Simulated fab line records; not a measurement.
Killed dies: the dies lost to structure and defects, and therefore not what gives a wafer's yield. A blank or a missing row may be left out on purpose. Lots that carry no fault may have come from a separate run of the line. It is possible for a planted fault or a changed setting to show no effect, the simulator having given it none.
Chamber matching / flow sky130 / SKY_FIELD_ISO_ETCH_15 on rie diel-01 has 4 sister chambers
The step etches the open film in CHF3/O2, stops on Si, target depth 180 nm, time 72 s. 4 wafers are shown with their chamber, then 7 later ones without.

WAFERS WITH THEIR CHAMBER
wafer=L527.3; chamber=1; rf fwd power W (W)=593.6
wafer=L527.6; chamber=2; rf fwd power W (W)=592.6
wafer=L532.1; chamber=3; rf fwd power W (W)=593.8
wafer=L532.3; chamber=0; rf fwd power W (W)=595.0

WAFERS MISSING THEIR CHAMBER
wafer=L532.6; rf fwd power W (W)=592.6
wafer=L538.3; rf fwd power W (W)=598.6
wafer=L538.4; rf fwd power W (W)=594.1
wafer=L538.5; rf fwd power W (W)=594.2
wafer=L539.1; rf fwd power W (W)=597.9
wafer=L539.4; rf fwd power W (W)=596.3
wafer=L539.6; rf fwd power W (W)=597.2

THE CHAMBER EACH PASSED THROUGH
wafer=L532.6; from the rows above=can't be placed: 2 or 1 or 3 or 0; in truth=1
wafer=L538.3; from the rows above=can't be placed: 0 or 3 or 1 or 2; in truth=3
wafer=L538.4; from the rows above=can't be placed: 3 or 1 or 0 or 2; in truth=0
wafer=L538.5; from the rows above=can't be placed: 3 or 1 or 0 or 2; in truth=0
wafer=L539.1; from the rows above=can't be placed: 0 or 3 or 1 or 2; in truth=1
wafer=L539.4; from the rows above=can't be placed: 0 or 3 or 1 or 2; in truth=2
wafer=L539.6; from the rows above=can't be placed: 0 or 3 or 1 or 2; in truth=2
Correctly placed: 0 of 7. Not placeable from these rows: 7 (in 7, the candidates include the true chamber). Number placed wrongly: 0.
How it was worked out, from the rows above alone: a wafer's distance from a chamber is the root of the sum, over the readings, of the square of ((its reading less the chamber's mean) divided by the reading's scatter). The wafer belongs to the nearest chamber; if the next one is less than 2 further off, it can't be placed. Each chamber's mean is taken over the wafers shown for it. The scatter (one wafer shown for each chamber): square how far every hidden wafer sits from the nearest shown wafer, average those squares and take the square root.
